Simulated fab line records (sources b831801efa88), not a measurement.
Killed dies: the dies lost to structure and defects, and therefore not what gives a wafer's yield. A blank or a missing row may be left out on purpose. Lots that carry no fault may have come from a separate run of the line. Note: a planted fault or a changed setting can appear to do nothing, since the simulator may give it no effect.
fab line records | flow sky130
record lots=13 wafers=39 last-day=50
route steps=708 shown VT_ADJUST_HVTP@93 VT_ADJUST_HVTR@138 SONOS_TUNNEL@162 PAD_OPEN@708
lots that met no fault: from a run of the same line without faults
start-h: start of the lot's first displayed wafer, in hours after the record's first day | wait-h: hours elapsed since this lot's preceding step | " same as the row above | L1.1+2: a row that stands for several wafers | - no value, or no start given | * or withheld: withheld | < > ~ a bound
route shown NAME@n: names a module that has steps shown in the file, with the first one's number in the route | usual: mean and standard deviation over wafers with no fault | same: alike in all rows | chamber/n: place in a boat | sites: readings site by site | _std_site: standard deviation across them | _edge_site: inner sites' mean taken away from outer sites' mean | radius-mm: for every site, how far away it sits from the centre of the wafer | mask NAME#n: copy n | behind: the most recent tool/chamber to have shaped the wafer | hold: why the lot was held/for how many hours/how that ended | device: names the non-switching transistor (n, p or np) | end of line: at the end of the route, the tests of the same wafers | where a step has no rows: the recipe by itself | killed: dies lost to structure and defects at the first sort, not the wafer's yield | map: dies across one wafer; x = killed, . = not, _ = none there
set.NAME: the setting the step ran with; set.NAME@STEP: the setting that earlier step ran with | model.NAME: the simulator's own value behind a step, which no gauge read
steps of the route over a sample of lots; a table a step, a row a wafer
services: a tool's chamber out of use, with start hour (start-h, from the record's first day; less than 0 if before it), hours out, and reason
## steps
# step SKY_VT_ADJUST_HVTP_OVL_MEAS_08
# usual VT_ADJUST_HVTP_OVL=0.0/1.7
# columns lot.wafer tool chamber start-h wait-h VT_ADJUST_HVTP_OVL[nm]
L536.1 overlay-02 - 127.59 0.1 0.0
L536.3 " - " " 1.1
L536.5 " - " " -0.3
L537.1 overlay-02 - 135.14 0.1 1.0
L537.4 " - " " 1.6
L537.5 " - " " 0.3
L538.2 overlay-02 - 144.65 0.1 -0.8
L538.5 " - " " -0.2
L538.6 " - " " 0.3
L539.3 overlay-02 - 151.36 0.1 1.1
L539.5 " - " " -1.6
L539.6 " - " " 0.5
L540.2 overlay-02 - 156.20 0.1 -1.2
L540.4 " - " " -2.5
L540.6 " - " " -2.1
L541.3 overlay-01 - 160.31 0.1 -1.0
L541.4 " - " " -0.6
L541.6 " - " " -0.3
L543.1 overlay-01 - 176.35 0.1 0.2
L543.5 " - " " 1.5
L543.6 " - " " 0.7
L544.1 overlay-01 - 179.49 0.1 2.0
L544.2 " - " " 0.5
L544.4 " - " " 0.6
L550.1 overlay-02 - 215.35 0.1 -2.3
L550.4 " - " " -1.2
L550.5 " - " " -4.8
L554.2 overlay-02 - 242.45 0.1 -0.4
L554.5 " - " " 1.2
L554.6 " - " " 1.5
L556.1 overlay-01 - 253.27 0.1 1.9
L556.2 " - " " 1.0
L556.5 " - " " -0.2
L557.1 overlay-01 - 260.19 0.1 -1.2
L557.5 " - " " 0.4
L557.6 " - " " -0.1
L558.1 overlay-01 - 265.89 0.1 0.8
L558.4 " - " " 5.1
L558.6 " - " " 1.4
# step SKY_VT_ADJUST_HVTR_CD_MEAS_07
# recipe target-cd-nm=380
# usual cd-nm=380/3
# columns lot.wafer tool chamber start-h wait-h cd-nm
L536.1 cd-sem-01 - 206.87 0.1 384
L536.3 " - " " 385
L536.5 " - " " 382
L537.1 cd-sem-02 - 217.00 0.1 383
L537.4 " - " " 383
L537.5 " - " " 384
L538.2 cd-sem-01 - 227.04 0.1 379
L538.5 " - " " 379
L538.6 " - " " 378
L539.3 cd-sem-02 - 236.04 0.1 380
L539.5 " - " " 381
L539.6 " - " " 380
L540.2 cd-sem-02 - 240.02 0.1 379
L540.4 " - " " 379
L540.6 " - " " 380
L541.3 cd-sem-02 - 246.74 0.1 374
L541.4 " - " " 376
L541.6 " - " " 379
L543.1 cd-sem-01 - 263.20 0.1 388
L543.5 " - " " 387
L543.6 " - " " 386
L544.1 cd-sem-01 - 269.05 0.1 380
L544.2 " - " " 378
L544.4 " - " " 379
L550.1 cd-sem-01 - 313.62 0.1 381
L550.4 " - " " 379
L550.5 " - " " 379
L554.2 cd-sem-02 - 345.09 0.1 379
L554.5 " - " " 379
L554.6 " - " " 379
L556.1 cd-sem-01 - 357.29 0.1 380
L556.2 " - " " 380
L556.5 " - " " 379
L557.1 cd-sem-01 - 366.14 0.1 375
L557.5 " - " " 374
L557.6 " - " " 374
L558.1 cd-sem-02 - 371.77 0.1 381
L558.4 " - " " 381
L558.6 " - " " 381
# step SKY_VT_ADJUST_HVTR_IMPLANT_09
# recipe species=B energy-kev=10 dose-cm2=2.1e+12 tilt-deg=withheld
# usual beam-on-s=10.03/0.22 faraday-current-uA=11.81/0.26
# columns lot.wafer tool chamber start-h wait-h beam-on-s faraday-current-uA
L536.1 implanter-02 0 207.02 0.0 9.68 12.23
L536.3 " 0 " " 10.10 11.60
L536.5 " 0 " " 9.79 12.08
L537.1 implanter-03 0 217.15 0.0 10.15 11.69
L537.4 " 0 " " 9.82 12.05
L537.5 " 0 " " 10.01 11.87
L538.2 implanter-04 0 227.20 0.0 9.80 12.09
L538.5 " 0 " " 10.16 11.69
L538.6 " 0 " " 10.14 11.64
L539.3 implanter-04 0 236.20 0.1 10.05 11.77
L539.5 " 0 " " 9.78 12.09
L539.6 " 0 " " 9.64 12.28
L540.2 implanter-03 0 240.18 0.0 10.18 11.62
L540.4 " 0 " " 10.11 11.63
L540.6 " 0 " " 9.82 12.09
L541.3 implanter-03 0 246.90 0.1 10.16 11.64
L541.4 " 0 " " 9.66 12.27
L541.6 " 0 " " 10.24 11.57
L543.1 implanter-04 0 263.35 0.0 9.89 12.02
L543.5 " 0 " " 10.06 11.75
L543.6 " 0 " " 10.03 11.88
L544.1 implanter-04 0 269.20 0.0 8.27 14.33
L544.2 " 0 " " 8.67 13.58
L544.4 " 0 " " 8.27 14.34
L550.1 implanter-04 0 313.78 0.0 7.78 15.25
L550.4 " 0 " " 8.23 14.34
L550.5 " 0 " " 8.08 14.56
L554.2 implanter-03 0 345.25 0.0 9.85 12.03
L554.5 " 0 " " 9.89 11.99
L554.6 " 0 " " 10.20 11.59
L556.1 implanter-02 0 357.45 0.0 9.86 12.01
L556.2 " 0 " " 10.18 11.69
L556.5 " 0 " " 9.98 11.87
L557.1 implanter-04 0 366.30 0.0 9.93 11.94
L557.5 " 0 " " 9.85 12.07
L557.6 " 0 " " 10.16 11.67
L558.1 implanter-02 0 371.93 0.0 10.09 11.73
L558.4 " 0 " " 10.10 11.75
L558.6 " 0 " " 9.96 11.83
# step SKY_VT_ADJUST_HVTR_TW_MEAS_11
# usual VT_ADJUST_HVTR_TW=210.9/1
# columns lot.wafer tool chamber start-h wait-h VT_ADJUST_HVTR_TW
L536.1 film-metro-04 - 207.27 0.1 210.3
L536.3 " - " " 210.6
L536.5 " - " " 210.7
L537.1 film-metro-04 - 217.40 0.1 210.8
L537.4 " - " " 211.0
L537.5 " - " " 211.0
L538.2 film-metro-03 - 227.44 0.1 211.8
L538.5 " - " " 211.6
L538.6 " - " " 212.9
L539.3 film-metro-02 - 236.42 0.1 211.2
L539.5 " - " " 210.8
L539.6 " - " " 211.0
L540.2 film-metro-02 - 240.41 0.1 208.2
L540.4 " - " " 208.8
L540.6 " - " " 209.6
L541.3 film-metro-02 - 247.12 0.1 209.8
L541.4 " - " " 209.6
L541.6 " - " " 209.0
L543.1 film-metro-03 - 263.60 0.1 210.8
L543.5 " - " " 210.6
L543.6 " - " " 210.3
L544.1 film-metro-04 - 269.45 0.1 198.1
L544.2 " - " " 198.2
L544.4 " - " " 199.4
L550.1 film-metro-04 - 314.03 0.1 198.2
L550.4 " - " " 199.2
L550.5 " - " " 198.2
L554.2 film-metro-03 - 345.49 0.1 211.3
L554.5 " - " " 210.9
L554.6 " - " " 212.8
L556.1 film-metro-04 - 357.70 0.1 210.5
L556.2 " - " " 210.1
L556.5 " - " " 210.1
L557.1 film-metro-02 - 366.55 0.1 208.9
L557.5 " - " " 209.6
L557.6 " - " " 208.7
L558.1 film-metro-03 - 372.18 0.1 212.2
L558.4 " - " " 211.9
L558.6 " - " " 211.5
# step SKY_SONOS_TUNNEL_OVL_MEAS_08
# usual SONOS_TUNNEL_OVL=0.0/1.2
# columns lot.wafer tool chamber start-h wait-h SONOS_TUNNEL_OVL[nm]
L536.1 overlay-02 - 253.84 0.1 -0.3
L536.3 " - " " -0.6
L536.5 " - " " -0.6
L537.1 overlay-02 - 264.45 0.1 -1.1
L537.4 " - " " -0.9
L537.5 " - " " -0.4
L538.2 overlay-01 - 275.30 0.1 -1.5
L538.5 " - " " -2.0
L538.6 " - " " -0.6
L539.3 overlay-02 - 284.85 0.1 -1.0
L539.5 " - " " 0.1
L539.6 " - " " 0.3
L540.2 overlay-02 - 289.25 0.1 2.4
L540.4 " - " " 0.5
L540.6 " - " " 1.4
L541.3 overlay-02 - 297.36 0.1 0.4
L541.4 " - " " 0.7
L541.6 " - " " 0.4
L543.1 overlay-02 - 314.48 0.1 0.9
L543.5 " - " " -1.1
L543.6 " - " " 0.7
L544.1 overlay-02 - 319.58 0.1 -1.3
L544.2 " - " " 0.0
L544.4 " - " " -0.8
L550.1 overlay-02 - 369.74 0.1 0.1
L550.4 " - " " -0.3
L550.5 " - " " 0.2
L554.2 overlay-01 - 402.55 0.1 -0.5
L554.5 " - " " -0.9
L554.6 " - " " 0.2
L556.1 overlay-02 - 416.84 0.1 0.2
L556.2 " - " " 0.0
L556.5 " - " " -0.2
L557.1 overlay-01 - 425.83 0.1 1.2
L557.5 " - " " -0.6
L557.6 " - " " 1.3
L558.1 overlay-01 - 432.19 0.1 -1.2
L558.4 " - " " -0.8
L558.6 " - " " 0.6
# step SKY_PAD_OPEN_PROBE_99
# usual killed_at_M0_to_M3=43/7.6 killed_at_M4_up=2.9/1.9 killed-at-contacts=24/5 killed-at-front-end=15/4.3 killed-at-other=0.3/0.54 killed-dies=85/10 killed-open=47/7 killed-short=38/6.4
# same gross-dies=492 killed-at-back-side=0
# columns lot.wafer tool chamber start-h wait-h killed_at_M0_to_M3 killed_at_M4_up killed-at-contacts killed-at-front-end killed-at-other killed-dies killed-open killed-short
L536.1 prober-01 - 1081.18 0.1 35 3 24 13 0 75 41 34
L536.3 prober-01 - 1081.28 0.2 55 2 19 11 1 88 45 43
L536.5 prober-01 - 1081.38 0.2 42 5 21 12 1 81 47 34
L537.1 prober-02 - 1088.34 0.1 44 5 19 13 1 82 42 40
L537.4 prober-02 - 1088.49 0.2 39 4 23 12 2 80 51 29
L537.5 prober-02 - 1088.54 0.2 39 5 21 10 0 75 45 30
L538.2 prober-01 - 1098.52 0.1 42 1 18 15 0 76 45 31
L538.5 prober-01 - 1098.67 0.2 37 3 23 15 1 79 44 35
L538.6 prober-01 - 1098.72 0.2 35 3 31 15 0 84 51 33
L539.3 prober-02 - 1107.16 0.2 42 3 32 7 0 84 46 38
L539.5 prober-02 - 1107.26 0.2 42 3 21 17 0 83 51 32
L539.6 prober-02 - 1107.31 0.2 33 2 29 16 0 80 45 35
L540.2 prober-01 - 1111.13 0.1 46 2 21 13 0 82 45 37
L540.4 prober-01 - 1111.23 0.2 37 1 23 17 0 78 47 31
L540.6 prober-01 - 1111.33 0.2 40 2 19 16 1 78 42 36
L541.3 prober-02 - 1114.34 0.2 34 1 23 16 0 74 45 29
L541.4 prober-02 - 1114.39 0.2 38 4 21 13 0 76 39 37
L541.6 prober-02 - 1114.49 0.2 47 4 19 14 0 84 45 39
L543.1 prober-02 - 1127.90 0.1 42 2 31 12 0 87 51 36
L543.5 prober-02 - 1128.10 0.2 43 8 26 19 0 96 48 48
L543.6 prober-02 - 1128.15 0.2 57 2 28 19 1 107 58 49
L544.1 prober-02 - 1140.06 0.1 44 4 26 15 1 90 57 33
L544.2 prober-02 - 1140.11 0.1 43 2 19 18 0 82 47 35
L544.4 prober-02 - 1140.21 0.2 27 0 20 11 0 58 29 29
L550.1 prober-02 - 1168.11 0.1 38 2 27 20 2 89 45 44
L550.4 prober-02 - 1168.26 0.2 42 1 22 17 0 82 50 32
L550.5 prober-02 - 1168.31 0.2 37 3 22 16 0 78 44 34
L554.2 prober-01 - 1186.02 0.1 39 5 26 17 0 87 49 38
L554.5 prober-01 - 1186.17 0.2 39 3 27 15 1 85 47 38
L554.6 prober-01 - 1186.22 0.2 44 1 29 16 0 90 51 39
L556.1 prober-01 - 1196.32 0.1 35 3 27 19 0 84 38 46
L556.2 prober-01 - 1196.37 0.1 50 2 33 20 2 107 71 36
L556.5 prober-01 - 1196.52 0.2 56 3 21 11 0 91 53 38
L557.1 prober-02 - 1199.38 0.1 56 0 21 21 2 100 60 40
L557.5 prober-02 - 1199.58 0.2 44 6 15 21 1 87 46 41
L557.6 prober-02 - 1199.63 0.2 45 2 20 23 0 90 50 40
L558.1 prober-01 - 1199.73 0.1 48 2 19 10 0 79 41 38
L558.4 prober-01 - 1199.88 0.2 48 3 23 21 0 95 54 41
L558.6 prober-01 - 1199.98 0.2 51 2 17 15 1 86 50 36
# killed by level:class
L536.1 CONTACT:geometric-particle:open=14 VIA1:geometric-particle:open=10 POLY_GATE:geometric-particle:open=5 VIA1:geometric-particle:short=5 METAL1:geometric-particle:short=5 CONTACT:geometric-particle:short=4 LOCAL_INTERCONNECT:geometric-particle:short=4 VIA3:geometric-particle:open=3
L536.3 VIA1:geometric-particle:open=12 METAL1:geometric-particle:short=10 CONTACT:geometric-particle:open=8 VIA2:geometric-particle:open=8 POLY_GATE:geometric-particle:short=5 VIA2:geometric-particle:short=5 LI_CONTACT:geometric-particle:open=4 CONTACT:geometric-particle:short=4
L536.5 CONTACT:geometric-particle:open=12 VIA1:geometric-particle:open=10 VIA2:geometric-particle:open=6 FIELD_ISO:geometric-particle:open=5 VIA1:geometric-particle:short=5 VIA2:geometric-particle:short=5 METAL1:geometric-particle:short=4 METAL2:geometric-particle:short=4
L537.1 VIA2:geometric-particle:open=9 CONTACT:geometric-particle:open=7 VIA1:geometric-particle:open=6 METAL1:geometric-particle:short=5 METAL2:geometric-particle:short=5 FIELD_ISO:geometric-particle:open=4 LI_CONTACT:geometric-particle:open=4 POLY_GATE:geometric-particle:open=4
L537.4 VIA2:geometric-particle:open=11 VIA1:geometric-particle:open=9 LI_CONTACT:geometric-particle:open=8 CONTACT:geometric-particle:open=8 POLY_GATE:geometric-particle:open=6 METAL2:geometric-particle:short=6 LI_CONTACT:geometric-particle:short=3 CONTACT:geometric-particle:short=3
L537.5 CONTACT:geometric-particle:open=10 VIA1:geometric-particle:open=9 VIA3:geometric-particle:open=7 POLY_GATE:geometric-particle:open=5 METAL4:geometric-particle:short=4 LI_CONTACT:geometric-particle:open=4 VIA2:geometric-particle:short=4 VIA2:geometric-particle:open=4
L538.2 VIA1:geometric-particle:open=11 VIA3:geometric-particle:open=8 VIA2:geometric-particle:open=5 LI_CONTACT:geometric-particle:open=5 CONTACT:geometric-particle:open=5 METAL1:geometric-particle:short=5 VIA1:geometric-particle:short=5 POLY_GATE:geometric-particle:open=4
L538.5 CONTACT:geometric-particle:open=10 VIA1:geometric-particle:open=10 METAL1:geometric-particle:short=8 VIA2:geometric-particle:open=6 POLY_GATE:geometric-particle:open=5 LI_CONTACT:geometric-particle:open=5 POLY_GATE:geometric-particle:short=4 LOCAL_INTERCONNECT:geometric-particle:short=4
L538.6 LI_CONTACT:geometric-particle:open=14 CONTACT:geometric-particle:open=9 VIA2:geometric-particle:open=6 VIA1:geometric-particle:open=6 FIELD_ISO:geometric-particle:open=5 METAL3:geometric-particle:short=5 VIA2:geometric-particle:short=4 VIA3:geometric-particle:open=4
L539.3 LI_CONTACT:geometric-particle:open=11 CONTACT:geometric-particle:open=9 VIA2:geometric-particle:open=9 VIA1:geometric-particle:open=7 METAL1:geometric-particle:short=6 METAL2:geometric-particle:short=6 VIA3:geometric-particle:open=5 LI_CONTACT:geometric-particle:short=4
L539.5 VIA1:geometric-particle:open=12 CONTACT:geometric-particle:open=10 VIA3:geometric-particle:open=9 FIELD_ISO:geometric-particle:open=6 SPACER:geometric-particle:short=5 LI_CONTACT:geometric-particle:open=5 VIA1:geometric-particle:short=5 VIA2:geometric-particle:short=4
L539.6 LI_CONTACT:geometric-particle:open=10 CONTACT:geometric-particle:open=8 METAL2:geometric-particle:short=7 VIA2:geometric-particle:open=7 POLY_GATE:geometric-particle:open=6 LOCAL_INTERCONNECT:geometric-particle:short=4 SPACER:geometric-particle:short=3 LI_CONTACT:geometric-particle:short=3
L540.2 VIA3:geometric-particle:open=9 CONTACT:geometric-particle:open=8 VIA1:geometric-particle:short=8 VIA1:geometric-particle:open=8 FIELD_ISO:geometric-particle:short=5 LI_CONTACT:geometric-particle:open=5 VIA2:geometric-particle:open=5 CONTACT:geometric-particle:short=4
L540.4 VIA1:geometric-particle:open=11 LI_CONTACT:geometric-particle:open=8 CONTACT:geometric-particle:open=8 POLY_GATE:geometric-particle:open=6 METAL2:geometric-particle:short=6 METAL1:geometric-particle:short=5 VIA1:geometric-particle:short=5 FIELD_ISO:geometric-particle:open=4
L540.6 VIA3:geometric-particle:open=11 FIELD_ISO:geometric-particle:short=6 FIELD_ISO:geometric-particle:open=6 CONTACT:geometric-particle:open=6 LOCAL_INTERCONNECT:geometric-particle:short=5 VIA1:geometric-particle:open=5 METAL2:geometric-particle:short=5 METAL1:geometric-particle:short=4
L541.3 CONTACT:geometric-particle:open=9 VIA1:geometric-particle:open=8 FIELD_ISO:geometric-particle:short=6 LI_CONTACT:geometric-particle:open=6 LOCAL_INTERCONNECT:geometric-particle:short=6 VIA3:geometric-particle:open=6 VIA2:geometric-particle:open=5 POLY_GATE:geometric-particle:open=3
L541.4 CONTACT:geometric-particle:open=11 VIA3:geometric-particle:open=10 METAL1:geometric-particle:short=8 POLY_GATE:geometric-particle:short=5 METAL2:geometric-particle:short=5 POLY_GATE:geometric-particle:open=4 VIA1:geometric-particle:short=4 VIA1:geometric-particle:open=4
L541.6 VIA2:geometric-particle:open=8 CONTACT:geometric-particle:open=8 VIA1:geometric-particle:open=7 VIA3:geometric-particle:open=7 METAL1:geometric-particle:short=6 CONTACT:geometric-particle:short=5 FIELD_ISO:geometric-particle:open=4 VIA1:geometric-particle:short=4
L543.1 LI_CONTACT:geometric-particle:open=11 CONTACT:geometric-particle:open=9 CONTACT:geometric-particle:short=8 VIA1:geometric-particle:open=8 VIA1:geometric-particle:short=7 FIELD_ISO:geometric-particle:open=6 VIA2:geometric-particle:open=6 VIA3:geometric-particle:open=6
L543.5 CONTACT:geometric-particle:open=9 VIA1:geometric-particle:open=8 VIA1:geometric-particle:short=7 METAL4:geometric-particle:short=7 CONTACT:geometric-particle:short=6 METAL1:geometric-particle:short=6 LI_CONTACT:geometric-particle:open=5 VIA2:geometric-particle:open=5
L543.6 VIA2:geometric-particle:open=14 CONTACT:geometric-particle:short=11 VIA3:geometric-particle:open=9 VIA1:geometric-particle:open=8 FIELD_ISO:geometric-particle:open=6 VIA2:geometric-particle:short=5 LOCAL_INTERCONNECT:geometric-particle:short=5 CONTACT:geometric-particle:open=5
L544.1 VIA1:geometric-particle:open=12 CONTACT:geometric-particle:open=12 VIA3:geometric-particle:open=9 LI_CONTACT:geometric-particle:open=6 METAL2:geometric-particle:short=6 FIELD_ISO:geometric-particle:open=5 VIA2:geometric-particle:open=5 CONTACT:geometric-particle:short=4
L544.2 VIA1:geometric-particle:open=13 VIA1:geometric-particle:short=7 LI_CONTACT:geometric-particle:open=6 VIA3:geometric-particle:open=6 FIELD_ISO:geometric-particle:open=5 VIA2:geometric-particle:open=5 LOCAL_INTERCONNECT:geometric-particle:short=4 METAL1:geometric-particle:short=4
L544.4 CONTACT:geometric-particle:open=6 LI_CONTACT:geometric-particle:open=5 VIA1:geometric-particle:open=5 LOCAL_INTERCONNECT:geometric-particle:short=4 METAL3:geometric-particle:short=4 VIA3:geometric-particle:open=4 FIELD_ISO:geometric-particle:short=3 METAL1:geometric-particle:short=3
L550.1 CONTACT:geometric-particle:open=13 VIA1:geometric-particle:open=9 METAL1:geometric-particle:short=8 VIA3:geometric-particle:open=8 CONTACT:geometric-particle:short=6 FIELD_ISO:geometric-particle:short=5 POLY_GATE:geometric-particle:short=4 FIELD_ISO:geometric-particle:open=3
L550.4 CONTACT:geometric-particle:open=9 VIA3:geometric-particle:open=9 METAL2:geometric-particle:short=7 VIA1:geometric-particle:open=7 VIA2:geometric-particle:open=7 FIELD_ISO:geometric-particle:open=5 LOCAL_INTERCONNECT:geometric-particle:short=4 METAL1:geometric-particle:short=4
L550.5 CONTACT:geometric-particle:open=10 VIA1:geometric-particle:open=7 FIELD_ISO:geometric-particle:open=5 VIA2:geometric-particle:open=5 VIA1:geometric-particle:short=5 VIA3:geometric-particle:open=5 VIA3:geometric-particle:short=5 CONTACT:geometric-particle:short=4
L554.2 CONTACT:geometric-particle:open=11 VIA1:geometric-particle:open=7 VIA3:geometric-particle:open=7 METAL1:geometric-particle:short=6 METAL2:geometric-particle:short=6 LI_CONTACT:geometric-particle:open=5 CONTACT:geometric-particle:short=5 FIELD_ISO:geometric-particle:open=4
L554.5 VIA3:geometric-particle:open=9 CONTACT:geometric-particle:open=8 VIA1:geometric-particle:open=8 POLY_GATE:geometric-particle:open=5 LI_CONTACT:geometric-particle:open=5 METAL2:geometric-particle:short=5 CONTACT:geometric-particle:short=4 LI_CONTACT:geometric-particle:short=4
L554.6 VIA3:geometric-particle:open=10 CONTACT:geometric-particle:short=9 VIA2:geometric-particle:open=8 LI_CONTACT:geometric-particle:open=7 LOCAL_INTERCONNECT:geometric-particle:short=7 METAL1:geometric-particle:short=7 CONTACT:geometric-particle:open=6 VIA1:geometric-particle:open=6
L556.1 CONTACT:geometric-particle:open=13 METAL1:geometric-particle:short=8 VIA1:geometric-particle:open=7 FIELD_ISO:geometric-particle:open=4 FIELD_ISO:geometric-particle:short=4 LOCAL_INTERCONNECT:geometric-particle:short=4 SPACER:geometric-particle:short=4 LI_CONTACT:geometric-particle:short=4
L556.2 CONTACT:geometric-particle:open=18 VIA2:geometric-particle:open=11 VIA1:geometric-particle:open=10 FIELD_ISO:geometric-particle:open=8 VIA3:geometric-particle:open=7 LI_CONTACT:geometric-particle:open=5 METAL1:geometric-particle:short=5 POLY_GATE:geometric-particle:open=4
L556.5 VIA3:geometric-particle:open=15 VIA1:geometric-particle:short=8 VIA1:geometric-particle:open=8 CONTACT:geometric-particle:open=8 METAL2:geometric-particle:short=6 LI_CONTACT:geometric-particle:open=5 CONTACT:geometric-particle:short=5 VIA2:geometric-particle:open=5
L557.1 VIA1:geometric-particle:open=16 VIA2:geometric-particle:open=10 CONTACT:geometric-particle:open=8 FIELD_ISO:geometric-particle:open=7 FIELD_ISO:geometric-particle:short=6 VIA3:geometric-particle:open=6 VIA1:geometric-particle:short=6 LI_CONTACT:geometric-particle:open=5
L557.5 VIA1:geometric-particle:open=11 METAL1:geometric-particle:short=6 POLY_GATE:geometric-particle:open=6 VIA3:geometric-particle:open=6 POLY_GATE:geometric-particle:short=5 LI_CONTACT:geometric-particle:open=5 CONTACT:geometric-particle:open=5 VIA2:geometric-particle:short=5
L557.6 VIA1:geometric-particle:open=13 FIELD_ISO:geometric-particle:open=6 METAL2:geometric-particle:short=6 FIELD_ISO:geometric-particle:short=6 LOCAL_INTERCONNECT:geometric-particle:short=6 VIA2:geometric-particle:open=6 VIA3:geometric-particle:open=6 LI_CONTACT:geometric-particle:open=5
L558.1 CONTACT:geometric-particle:open=11 METAL2:geometric-particle:short=8 VIA2:geometric-particle:open=8 VIA1:geometric-particle:open=7 VIA3:geometric-particle:open=5 VIA1:geometric-particle:short=5 VIA3:geometric-particle:short=4 POLY_GATE:geometric-particle:open=3
L558.4 LI_CONTACT:geometric-particle:open=13 METAL1:geometric-particle:short=9 VIA3:geometric-particle:open=9 FIELD_ISO:geometric-particle:short=7 CONTACT:geometric-particle:open=6 VIA1:geometric-particle:open=6 VIA2:geometric-particle:open=6 FIELD_ISO:geometric-particle:open=4
L558.6 VIA2:geometric-particle:open=11 VIA1:geometric-particle:open=9 CONTACT:geometric-particle:open=8 VIA1:geometric-particle:short=7 VIA3:geometric-particle:short=7 FIELD_ISO:geometric-particle:open=5 LI_CONTACT:geometric-particle:short=4 VIA3:geometric-particle:open=4
## services
# columns tool chamber start-h hours kind
implanter-02 - 183.23 4.3 repair
implanter-03 - 237.67 2.4 repair
implanter-02 - 237.84 0.8 repair
implanter-04 - 241.29 2.0 repair
implanter-03 - 263.22 4.8 pm
implanter-03 - 295.31 1.1 repair
implanter-03 - 311.39 3.4 repair
implanter-02 - 349.16 4.8 repair
implanter-04 - 349.81 2.0 repair
implanter-03 - 362.09 1.1 repair
## key
first-sign step=SKY_VT_ADJUST_HVTR_IMPLANT_09 reading=faraday-current-uA direction=up sigmas=9.8 usual=11.81 struck=14.40
effect step=SKY_VT_ADJUST_HVTR_IMPLANT_09 reading=beam-on-s direction=down sigmas=8.3 usual=10.03 struck=8.22
effect step=SKY_VT_ADJUST_HVTR_TW_MEAS_11 reading=VT_ADJUST_HVTR_TW direction=down sigmas=12 usual=210.9 struck=198.6
met-at SKY_VT_ADJUST_HVTR_IMPLANT_09
struck-lots L544,L550
tester-left-out L544,L550
not-acting-at SKY_VT_ADJUST_HVTP_OVL_MEAS_08,SKY_VT_ADJUST_HVTR_CD_MEAS_07,SKY_SONOS_TUNNEL_OVL_MEAS_08
onset-between 263.35 269.20
fault kind=process-parameter-drift tool=implanter-04 chamber=- onset-h=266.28 steps=SKY_VT_ADJUST_HVTR_IMPLANT_09 channel=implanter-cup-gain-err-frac offset=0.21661 shape=step end-h=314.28
# tester-left-out: of these lots the tester's yield and bins aren't shown, on N5 and GAA mostly nor the transistor test; their killed dies are dies lost to structure and defects alone, not to doping, threshold or leakage, so they don't give the yield
